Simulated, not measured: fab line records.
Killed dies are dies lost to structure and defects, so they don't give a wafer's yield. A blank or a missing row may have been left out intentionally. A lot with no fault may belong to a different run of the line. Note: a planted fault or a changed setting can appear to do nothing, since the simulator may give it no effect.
Problem report, 8D (eight disciplines) form, completed by code :: flow gf180mcu :: the parts of the form that need people (team, actions taken, sign-off) are left out

## 1. THE ISSUE
Wafers without a fault read 399.8 nm, standard deviation 2.3; cd-nm at GF_HV_LDD_CD_MEAS_46 reads a mean of 416.9 nm on 6 wafers belonging to 2 lots. Relative to the usual mean, that is a shift of +7.4 standard deviations.
The step: target cd 400 nm.
First observed at day 17 08:50: wafer L649.1, on cd-sem-02. The record holds 39 wafers of 13 lots with a number at this step. By rule, "out" or "out of limits" means more than 4 standard deviations away from the usual mean. All remaining wafers that have a number are taken as sound.

## 2. WHAT IT IS AND WHAT IT IS NOT
question: which readings at this step
is: cd-nm
is not: -

question: which lots
is: L649, L650
is not: L634, L636, L637, L638, L639, L640, L641, L645, L646, L655, L656

question: which wafers of those lots
is: all that have a number
is not: -

question: read on which gauges
is: cd-sem-01, cd-sem-02
is not: -

question: when
is: from day 17 08:50
is not: up to then (27 sound wafers); but 6 sound wafers of L655, L656 came after

## 3. THE SUSPECTS, EACH WITH WHAT RULES IT OUT
Counting: a tool stays on the suspect list if, at a process step up to the reading, it processed all lots that are out and no sound lot following the first of them.
- the gauge at GF_HV_LDD_CD_MEAS_46 has been ruled out. Those wafers that are out were read across 2 gauges (cd-sem-01, cd-sem-02).
- iline-stepper-01 at GF_HV_LDD_EXPOSE_43 (exposes mask Pplus HV AREA, target cd 400 nm): kept. It processed each lot that is out, first L649 at day 16 21:56, and no sound lot thereafter; up to then, the last sound lot it processed was L641 at day 14 07:03. Out on those wafers are its own readings of exposure-dose-mJ-cm2.
After counting, what remains is iline-stepper-01 at GF_HV_LDD_EXPOSE_43.

## 4. THE CAUSE (what the simulator had put in)
Drift in process parameters on iline-stepper-01 at GF_HV_LDD_EXPOSE_43, starting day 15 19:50. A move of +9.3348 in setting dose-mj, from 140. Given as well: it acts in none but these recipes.
After counting, this tool was the only one left.

## 5. SEQUENCE OF EFFECTS, ordered by route
Each row: a reading whose mean over the struck wafers that have a number lies more than 3 standard deviations from the usual. Readings are gone through only where the record gives a usual standard deviation; hours: the median, over the lots, of the time from a lot's start at the first step in this table giving one to that lot's start at this step; sigmas: the change measured in usual standard deviations.
hours: 0
step: GF_HV_LDD_EXPOSE_43
reading: exposure-dose-mJ-cm2
usual: 140.00
on struck wafers: 149.24
change: +9.24
sigmas: +77

hours: 11
step: GF_HV_LDD_CD_MEAS_46
reading: cd-nm
usual: 399.8 nm
on struck wafers: 416.9
change: +17.1
sigmas: +7.4
The process steps in it:
- GF_HV_LDD_EXPOSE_43: exposes mask Pplus HV AREA, target cd 400 nm.
Later measuring or inspecting steps at which every struck wafer that the step has a row for has a number for every such reading, and none has moved that far: GF_NSD_TW_MEAS_12.

## 6. WHAT WOULD HAVE CAUGHT IT SOONER
The first out-of-limits reading at a measuring or inspecting step in this record came at day 17 08:50, 37 hours after the fault's start at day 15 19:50.
Tool's own readings at GF_HV_LDD_EXPOSE_43, exposure-dose-mJ-cm2: out on all struck wafers the step has rows for; an alarm limit on them would have tripped on the first.
By day 17 08:50, every lot that is out (2) had started GF_HV_LDD_EXPOSE_43 on iline-stepper-01. Tool hold at that time: it would have spared none of them.
